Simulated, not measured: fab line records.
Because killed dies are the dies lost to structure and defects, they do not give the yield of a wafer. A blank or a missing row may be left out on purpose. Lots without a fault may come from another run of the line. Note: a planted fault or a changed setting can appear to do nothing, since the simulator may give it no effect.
Which tool was responsible? -- flow sky130 -- 14 lots, 42 wafers sampled, at 7 steps of a route of 708

## WHAT EACH GAUGE READ, for each wafer
SKY_VIA3_THK_MEAS_23: measures by xrf.
lot,measured,on,VIA3_W_THK (nm)
L836,day 39 07:56,film_metro-03,389 376 392
L838,day 40 05:35,film_metro-04,375 386 391
L840,day 40 13:13,film_metro-04,386 382 385
L842,day 41 02:02,film_metro-04,385 389 387
L846,day 42 09:23,film_metro-04,388 385 387
L850,day 43 12:43,film_metro-01,383 384 383
L851,day 44 23:46,film_metro-01,395 392 393
L852,day 45 02:50,film_metro-04,387 393 377
L855,day 45 07:28,film_metro-04,389 398 383
L853,day 45 09:07,film_metro-03,391 377 394
L856,day 45 09:25,film_metro-04,391 395 397
L857,day 45 10:20,film_metro-04,386 393 396
L858,day 45 13:41,film_metro-03,390 388 391
L859,day 45 19:31,film_metro-03,387 384 391

SKY_METAL5_RS_MEAS_05: uses a four-point probe to measure.
lot,measured,on,METAL5_ALCU_RS (ohm/sq)
L836,day 42 11:55,film_metro-02,0.0274 0.0278 0.0279
L838,day 43 06:58,film_metro-04,0.0269 0.0268 0.0273
L840,day 43 17:19,film_metro-04,0.0266 0.0269 0.0268
L842,day 44 01:53,film_metro-01,0.0194 0.0196 0.0193 0.0194 0.0196 0.0194
L846,day 45 08:04,film_metro-04,0.0195 0.0198 0.0195 0.0194 0.0198 0.0195
L850,day 46 08:47,film_metro-04,0.0273 0.0271 0.0272
L851,day 47 17:07,film_metro-02,0.0269 0.0268 0.0269
L852,day 47 18:22,film_metro-01,0.0266 0.0267 0.0268
L855,day 47 22:22,film_metro-02,0.0267 0.0263 0.0266
L853,day 48 00:58,film_metro-04,0.0268 0.0271 0.0268
L856,day 48 01:15,film_metro-02,0.0274 0.0275 0.0271
L857,day 48 01:21,film_metro-01,0.0273 0.0274 0.0272
L858,day 48 06:01,film_metro-04,0.0269 0.0272 0.0271
L859,day 48 11:13,film_metro-02,0.0270 0.0268 0.0265

SKY_METAL5_THK_MEAS_06: measures by xrf.
lot,measured,on,METAL5_ALCU_THK (nm)
L836,day 42 12:02,film_metro-02,1156 1134 1122
L838,day 43 07:05,film_metro-04,1171 1184 1155
L840,day 43 17:25,film_metro-04,1189 1171 1176
L842,day 44 04:55,film_metro-01,1646 1619 1651 1637 1614 1646
L846,day 45 10:20,film_metro-04,1641 1603 1623 1637 1605 1640
L850,day 46 08:54,film_metro-04,1156 1165 1157
L851,day 47 17:14,film_metro-02,1183 1183 1179
L852,day 47 18:28,film_metro-01,1190 1190 1182
L855,day 47 22:29,film_metro-02,1185 1209 1191
L853,day 48 01:05,film_metro-04,1188 1167 1189
L856,day 48 01:22,film_metro-02,1149 1150 1170
L857,day 48 01:28,film_metro-01,1169 1147 1162
L858,day 48 06:07,film_metro-04,1182 1178 1177
L859,day 48 11:20,film_metro-02,1174 1177 1194

SKY_PASSIVATION_THK_MEAS_01.
lot,measured,on,PASSIVATION_CVD_00_THK (nm)
L836,day 43 10:50,film_metro-01,91.8 92.4 89.5
L838,day 44 05:05,film_metro-01,91.7 89.2 89.0
L840,day 44 15:55,film_metro-01,88.1 91.0 87.2
L850,day 47 06:05,film_metro-03,90.1 87.6 91.2
L851,day 48 12:14,film_metro-04,90.2 93.1 92.2
L852,day 48 13:51,film_metro-04,91.6 91.6 91.9
L855,day 48 17:55,film_metro-04,85.9 89.0 87.8
L853,day 48 19:27,film_metro-03,91.0 92.8 91.8
L856,day 48 19:46,film_metro-04,91.3 91.3 91.6
L857,day 48 20:25,film_metro-01,87.5 89.2 88.5
L858,day 49 01:19,film_metro-04,91.1 90.3 91.6
L859,day 49 05:44,film_metro-01,88.3 90.1 90.8

## TOOL THAT RAN EACH LOT (tool first, then ch and the chambers of the sampled wafers, then the start)
lot,SKY_METAL5_SPUTTER_02,SKY_METAL5_SPUTTER_03,SKY_METAL5_METAL_ETCH_15
L836,"pvd_sputter-02, day 42 11:49","pvd_sputter-02, day 42 11:52","rie_metal-03 ch 0,1, day 43 09:59"
L838,"pvd_sputter-04, day 43 06:49","pvd_sputter-04, day 43 06:52","rie_metal-03 ch 0,1, day 44 04:14"
L840,"pvd_sputter-04, day 43 17:10","pvd_sputter-04, day 43 17:13","rie_metal-03 ch 0,1, day 44 15:07"
L842,"pvd_sputter-04, day 44 01:43","pvd_sputter-04, day 44 01:46","rie_metal-04 ch 0,1, day 44 23:58"
L846,"pvd_sputter-04, day 45 07:55","pvd_sputter-04, day 45 07:58","rie_metal-01 ch 0,1, day 46 04:40"
L850,"pvd_sputter-03, day 46 08:40","pvd_sputter-03, day 46 08:43","rie_metal-01 ch 0,1, day 47 05:11"
L851,"pvd_sputter-03, day 47 16:59","pvd_sputter-03, day 47 17:02","rie_metal-04 ch 0,1, day 48 11:21"
L852,"pvd_sputter-04, day 47 18:13","pvd_sputter-04, day 47 18:16","rie_metal-04 ch 0,1, day 48 13:01"
L855,"pvd_sputter-04, day 47 22:15","pvd_sputter-04, day 47 22:18","rie_metal-01 ch 0,1, day 48 17:02"
L853,"pvd_sputter-03, day 48 00:51","pvd_sputter-03, day 48 00:54","rie_metal-01 ch 0,1, day 48 18:35"
L856,"pvd_sputter-02, day 48 01:07","pvd_sputter-02, day 48 01:10","rie_metal-04 ch 0,1, day 48 18:54"
L857,"pvd_sputter-04, day 48 01:13","pvd_sputter-04, day 48 01:16","rie_metal-01 ch 0, day 48 19:33"
L858,"pvd_sputter-04, day 48 05:52","pvd_sputter-04, day 48 05:55","rie_metal-01 ch 0, day 49 00:23"
L859,"pvd_sputter-04, day 48 11:05","pvd_sputter-04, day 48 11:08","rie_metal-04 ch 0,1, day 49 04:48"
- SKY_METAL5_SPUTTER_02: material AlCu, target thk 1150 nm, time 61.2 s.
- SKY_METAL5_SPUTTER_03: material Ti, target thk 5 nm, time 3.3 s.
- SKY_METAL5_METAL_ETCH_15: etches the open film in Cl2/BCl3, stops on SiO2, target depth 1260 nm, time 252 s.

## WHAT THE TOOLS THEMSELVES READ (means of the sampled wafers that have a number; where no wafer has one, the mark that the record gives instead)
SKY_METAL5_SPUTTER_02.
lot,tool,throttle_valve_pct (%)
L836,pvd_sputter-02,30.6
L838,pvd_sputter-04,29.3
L840,pvd_sputter-04,28.5
L842,pvd_sputter-04,31.0
L846,pvd_sputter-04,30.1
L850,pvd_sputter-03,28.5
L851,pvd_sputter-03,29.8
L852,pvd_sputter-04,28.4
L855,pvd_sputter-04,29.5
L853,pvd_sputter-03,29.1
L856,pvd_sputter-02,30.2
L857,pvd_sputter-04,29.3
L858,pvd_sputter-04,29.2
L859,pvd_sputter-04,28.6

SKY_METAL5_SPUTTER_03.
lot,tool,throttle_valve_pct (%)
L836,pvd_sputter-02,30.8
L838,pvd_sputter-04,29.3
L840,pvd_sputter-04,28.4
L842,pvd_sputter-04,31.1
L846,pvd_sputter-04,30.1
L850,pvd_sputter-03,28.5
L851,pvd_sputter-03,29.8
L852,pvd_sputter-04,28.6
L855,pvd_sputter-04,29.3
L853,pvd_sputter-03,29.1
L856,pvd_sputter-02,30.1
L857,pvd_sputter-04,29.4
L858,pvd_sputter-04,29.3
L859,pvd_sputter-04,28.5

SKY_METAL5_METAL_ETCH_15.
lot,tool,drypump_motor_current_A (A),oes_product_au (a.u.),throttle_valve_pct (%)
L836,rie_metal-03,6.2,0.894,22.260
L838,rie_metal-03,6.2,0.892,22.266
L840,rie_metal-03,6.1,0.898,22.257
L842,rie_metal-04,5.8,1.009,22.260
L846,rie_metal-01,5.9,1.009,22.264
L850,rie_metal-01,5.9,0.890,22.250
L851,rie_metal-04,5.9,0.896,22.263
L852,rie_metal-04,5.8,0.893,22.268
L855,rie_metal-01,5.4,0.894,22.270
L853,rie_metal-01,5.4,0.890,22.258
L856,rie_metal-04,5.8,0.897,22.267
L857,rie_metal-01,6.4,0.888,22.262
L858,rie_metal-01,6.3,0.890,22.255
L859,rie_metal-04,5.9,0.897,22.260

## THE ANSWER, worked out from the rows above alone
Rule: what is usual is taken from the lots themselves. The widest of any qualifying gaps counts: lots, ordered by their means at a reading, are off when they make up no more than a third of the lots, leave a main group of 4 or more, and stand apart from it by 3 or more times the standard deviation of that group's means. The tables above print the reading to a certain number of digits; a main group whose means all agree to those digits is not used. Also off: a lot with no number at a reading for which 4 or more lots have one. Where the step has rows for the other lots, those lots are counted as sound. Order of review: gauges by route order, followed by the tools' own readings, for which a lot's mean as printed above is used. The first step at which some lot is off is used, and at that step the reading that is off furthest; a lot without a number counts as furthest.
Off: L842, L846, at SKY_METAL5_RS_MEAS_05 (METAL5_ALCU_RS). Mean 0.0270 ohm/sq and standard deviation 0.00031 in the main group.
A tool fits if, at a process step before that reading, it ran every lot that is off, and no sound lot after the first of them. The gauges at SKY_METAL5_RS_MEAS_05 aren't tried: what is off there is off at SKY_METAL5_METAL_ETCH_15 too, on other tools, and a gauge's error can't cause that. No candidate that was tried fits.

## WHAT HAD BEEN PUT IN BY THE SIMULATOR
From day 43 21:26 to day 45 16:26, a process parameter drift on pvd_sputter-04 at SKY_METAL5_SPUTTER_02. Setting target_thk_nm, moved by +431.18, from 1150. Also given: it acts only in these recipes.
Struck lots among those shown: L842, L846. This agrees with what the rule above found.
